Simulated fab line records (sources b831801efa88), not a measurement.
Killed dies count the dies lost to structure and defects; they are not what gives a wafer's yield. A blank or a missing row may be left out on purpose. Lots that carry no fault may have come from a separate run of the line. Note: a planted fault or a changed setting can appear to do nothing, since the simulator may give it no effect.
Which tool was responsible? | flow gf180mcu | 24 lots, 72 wafers sampled, at 2 steps of a route of 602

WHAT EACH GAUGE READ, for each wafer
GF_M2_CD_MEAS_14: the cd target is 280 nm.
lot  | measured     | on        | cd-nm (nm)
L074 | day 19 17:35 | cd-sem-02 | 281.0 281.0 280.5
L075 | day 19 20:58 | cd-sem-01 | 280.3 280.4 279.4
L076 | day 20 09:38 | cd-sem-01 | 279.6 278.0 278.7
L077 | day 20 21:05 | cd-sem-02 | 280.2 279.4 278.8
L078 | day 20 22:29 | cd-sem-02 | 278.4 279.3 279.6
L079 | day 21 03:03 | cd-sem-01 | 280.0 279.8 279.9
L080 | day 21 15:23 | cd-sem-02 | 278.5 278.7 278.4
L081 | day 22 05:51 | cd-sem-01 | 279.7 280.3 279.1
L082 | day 22 07:10 | cd-sem-02 | 280.9 278.4 279.0
L083 | day 22 15:37 | cd-sem-01 | 280.8 279.4 279.8
L084 | day 22 18:06 | cd-sem-01 | 280.9 280.8 280.0
L085 | day 23 09:48 | cd-sem-01 | 280.5 279.4 280.4
L086 | day 23 19:23 | cd-sem-02 | 279.5 279.8 279.8
L088 | day 24 02:59 | cd-sem-01 | 282.3 280.9 282.1
L087 | day 24 06:04 | cd-sem-02 | 281.1 278.9 280.9
L089 | day 24 16:31 | cd-sem-02 | 277.9 277.0 277.7
L090 | day 25 00:43 | cd-sem-01 | 281.1 280.3 281.4
L091 | day 25 08:52 | cd-sem-01 | 281.1 282.0 281.3
L092 | day 25 13:47 | cd-sem-01 | 279.5 281.0 279.4
L093 | day 26 00:36 | cd-sem-02 | 281.1 281.9 280.4
L094 | day 26 08:11 | cd-sem-02 | 280.6 280.7 280.5
L095 | day 26 09:04 | cd-sem-01 | 279.7 279.8 278.1
L096 | day 26 15:51 | cd-sem-02 | 279.7 281.7 281.1
L097 | day 27 00:28 | cd-sem-02 | 280.2 279.1 278.9

GF_V3_OVL_MEAS_15.
lot  | measured     | on         | V3_OVL (nm)
L074 | day 22 22:41 | overlay-02 | -3 -10 -3
L075 | day 23 00:32 | overlay-01 | 4 2 0
L076 | day 23 12:53 | overlay-02 | 0 -6 0
L077 | day 23 23:11 | overlay-01 | -6 -5 -6
L078 | day 24 00:56 | overlay-01 | 7 0 7
L079 | day 24 04:02 | overlay-02 | -6 -6 -11
L080 | day 24 15:09 | overlay-02 | -12 -7 -8
L081 | day 25 05:26 | overlay-01 | 1 1 -4
L082 | day 25 06:41 | overlay-01 | -7 1 -4
L083 | day 25 13:44 | overlay-02 | -5 5 1
L084 | day 25 16:02 | overlay-02 | -6 -3 -13
L085 | day 26 07:00 | overlay-01 | -7 -12 -8
L086 | day 26 15:14 | overlay-02 | 2 0 0
L088 | day 26 22:44 | overlay-02 | -10 -10 -10
L087 | day 27 00:53 | overlay-02 | 3 5 2
L089 | day 27 10:59 | overlay-01 | -3 -5 -2
L090 | day 27 19:32 | overlay-01 | 4 0 4
L091 | day 28 01:54 | overlay-02 | 0 2 3
L092 | day 28 07:08 | overlay-02 | 3 -1 11
L093 | day 28 16:50 | overlay-02 | 2 -2 0
L094 | day 29 00:51 | overlay-02 | -6 -4 -10
L095 | day 29 02:38 | overlay-02 | 3 -5 -3
L096 | day 29 07:02 | overlay-02 | -1 -7 -1
L097 | day 29 16:17 | overlay-02 | -4 -7 -10

EACH LOT AND THE TOOL THAT RAN IT (in order: tool; ch and the chambers of the sampled wafers; start)
No process step before these readings appears in the record.

AS READ BY THE TOOLS THEMSELVES (means over the sampled wafers that have a number; for cases with no such wafer, the mark the record gives instead)
The record holds no such reading with a usual standard deviation.

THE ANSWER, worked out from the rows above alone
Rule: the usual values come from the lots themselves. Put in order of their means at a reading, lots are off if they are a third of the lots or fewer, leave a main group of 4 or more, and stand apart from it by a gap of 3 or more times the standard deviation of the main group's means; of several such gaps the widest counts. If all means in a main group match to the digits the tables above print for the reading, that group is not used. A lot without any number at a reading at which 4 lots or more have one is off too. Where the step has rows for the other lots, those lots are counted as sound. After the gauges, taken in route order, come the tools' own readings; for these a lot's mean is taken, as printed above. At the first step where some lot is off, the reading lying furthest off is the one used; lots without a number count as furthest.
None of the lots is off at any reading shown; this tells nothing.

WHAT THE SIMULATOR HAD INSERTED
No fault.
